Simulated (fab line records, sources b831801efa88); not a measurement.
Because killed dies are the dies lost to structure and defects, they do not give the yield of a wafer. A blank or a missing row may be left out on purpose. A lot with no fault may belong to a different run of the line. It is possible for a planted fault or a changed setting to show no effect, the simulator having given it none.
A lot that was struck, set against a sound lot || flow sky130 || 31 steps out of a route of 708
Sound: wafers L184.1, L184.3, L184.5. Wafers L176.1, L176.2, L176.3 were the ones struck. The cause is given at the end.
At each step with rows: each side's tool, then ch and its chambers, then its first start. Under that, the readings that differ: sound wafers || struck wafers || difference of the means || sigmas: that difference in standard deviations of wafers without a fault.
alike: a reading whose means differ by less than 2 such deviations, as well as words and numbers matching on both sides. not compared: withheld readings; readings where some wafer has no value; bounds like >300 that might hide an equal value; numbers whose values overlap and for which the record gives no deviation.
The two part at a step that has a row with sigmas, a row that says differs or no value, or rows on one side only. Non-overlapping numbers with no deviation appear without sigmas and do not part them. Lack of a reading on every wafer of one side parts them only where that side has two or more wafers.

first, 1 step without rows for these wafers: SKY_NWELL_IMPLANT_13.
SKY_NWELL_STRIP_14: strips in O2/N2.
  sound on plasma asher-03 ch 0,1, day 7 16:52; struck on plasma asher-03 ch 0,1, day 5 19:00
  alike: chamber pressure mTorr, drypump motor current A, oes product au, strip time to endpoint s
  not compared: rf hours counter h
SKY_NWELL_TW_MEAS_15:
  sound on film metro-03, day 7 16:58; struck on film metro-03, day 5 19:06
  alike: NWELL_TW
then, 7 steps without rows for these wafers: SKY_NWELL_DEHYDRATE_16 (time 60 s); SKY_NWELL_HMDS_17 (prime time 60 s); SKY_NWELL_COAT_18 (resist thk 3000 nm); SKY_NWELL_SOFTBAKE_19; SKY_NWELL_EXPOSE_20 (exposes mask NWM COMPLEMENT, target cd 840 nm); SKY_NWELL_PEB_21; SKY_NWELL_DEVELOP_22 (develop time 60 s).
SKY_NWELL_OVL_MEAS_23:
  sound on overlay-01, day 8 12:43; struck on overlay-02, day 6 13:02
{"reading": "NWELL_01_OVL (nm)", "sound": "-2.8 -2.9 -1.3", "struck": "0.3 0.7 1.3", "difference": "+3.1", "sigmas": "+2"}
next, for these wafers, 1 step has no rows: SKY_NWELL_IMPLANT_24.
SKY_NWELL_STRIP_25: strips in O2/N2.
  sound on plasma asher-02 ch 0, day 8 12:54; struck on plasma asher-03 ch 0,1, day 6 13:13
  no value came back on the struck wafers for chamber pressure mTorr (mTorr), drypump motor current A (A), oes product au (a.u.), strip time to endpoint s (s); on the sound wafers chamber pressure mTorr (mTorr) reads 1500.5 1498.4 1500.1
{"reading": "model.coat_of_NWELL_COAT_18.thk nm (nm)", "sound": "0 0 0", "struck": "2988 2993 2986", "difference": "+2989", "sigmas": ""}
  not compared: rf hours counter h
SKY_NWELL_TW_MEAS_26:
  sound on film metro-03, day 8 13:00; struck on film metro-03, day 6 13:19
  alike: NWELL_2_TW
then, 1 step without rows for these wafers: SKY_NWELL_CLEAN_27 (cleans in SC1/SC2, time 150 s).
SKY_NWELL_RTA_28: time 30 s.
  sound on rtp anneal-01 ch 0, day 8 13:07; struck on rtp anneal-01 ch 0, day 6 13:26
  alike: lamp power pct, ramp down c per s, wafer_temp_C_max
SKY_NWELL_RS_MEAS_29: a four-point-probe measurement.
  sound on film metro-04, day 8 13:13; struck on film metro-03, day 6 13:50
  alike: NWELL_RS
SKY_NWELL_RS_MEAS_31: a four-point-probe measurement.
  sound on film metro-04, day 8 13:27; struck on film metro-03, day 6 14:04
  alike: PWDE_RS
then, 7 steps without rows for these wafers: SKY_VT_ADJUST_HVTP_DEHYDRATE_00 (time 60 s); SKY_VT_ADJUST_HVTP_HMDS_01 (prime time 60 s); SKY_VT_ADJUST_HVTP_COAT_02 (resist thk 1140 nm); SKY_VT_ADJUST_HVTP_SOFTBAKE_03 (time 60 s); SKY_VT_ADJUST_HVTP_EXPOSE_04 (exposes mask HVTPM, target cd 380 nm); SKY_VT_ADJUST_HVTP_PEB_05; SKY_VT_ADJUST_HVTP_DEVELOP_06 (develop time 62.02 s).
SKY_VT_ADJUST_HVTP_CD_MEAS_07 targets a cd of 380 nm.
  sound on cd sem-02, day 9 10:52; struck on cd sem-02, day 7 08:26
  alike: cd nm
SKY_VT_ADJUST_HVTP_OVL_MEAS_08:
  sound on overlay-02, day 9 10:59; struck on overlay-01, day 7 08:33
  alike: VT_ADJUST_HVTP_OVL
next, for these wafers, 1 step has no rows: SKY_VT_ADJUST_HVTP_IMPLANT_09.
SKY_VT_ADJUST_HVTP_STRIP_10: strips in O2/N2.
  sound on plasma asher-02 ch 0,1, day 9 11:10; struck on plasma asher-01 ch 0,1, day 7 08:44
{"reading": "oes product au (a.u.)", "sound": "0.708 0.719 0.717", "struck": "0.728 0.733 0.725", "difference": "+0.014", "sigmas": "+3"}
{"reading": "strip time to endpoint s (s)", "sound": "14.30 14.29 14.25", "struck": "58.66 58.72 58.62", "difference": "+44.39", "sigmas": "+99 or more"}
  alike: chamber pressure mTorr, drypump motor current A
  not compared: rf hours counter h
SKY_VT_ADJUST_HVTP_TW_MEAS_11:
  sound on film metro-04, day 9 11:16; struck on film metro-04, day 7 08:50
{"reading": "VT_ADJUST_HVTP_TW", "sound": "1352 1347 1356", "struck": "30 30 30", "difference": -1322, "sigmas": "-99 or more"}
then, 1 step without rows for these wafers: SKY_VT_ADJUST_LVTN_DEHYDRATE_00 (time 60 s).

## WHERE THEY PART
First at SKY_NWELL_OVL_MEAS_23; last, within this record, at SKY_VT_ADJUST_HVTP_TW_MEAS_11.

WHY: what the simulator had put in
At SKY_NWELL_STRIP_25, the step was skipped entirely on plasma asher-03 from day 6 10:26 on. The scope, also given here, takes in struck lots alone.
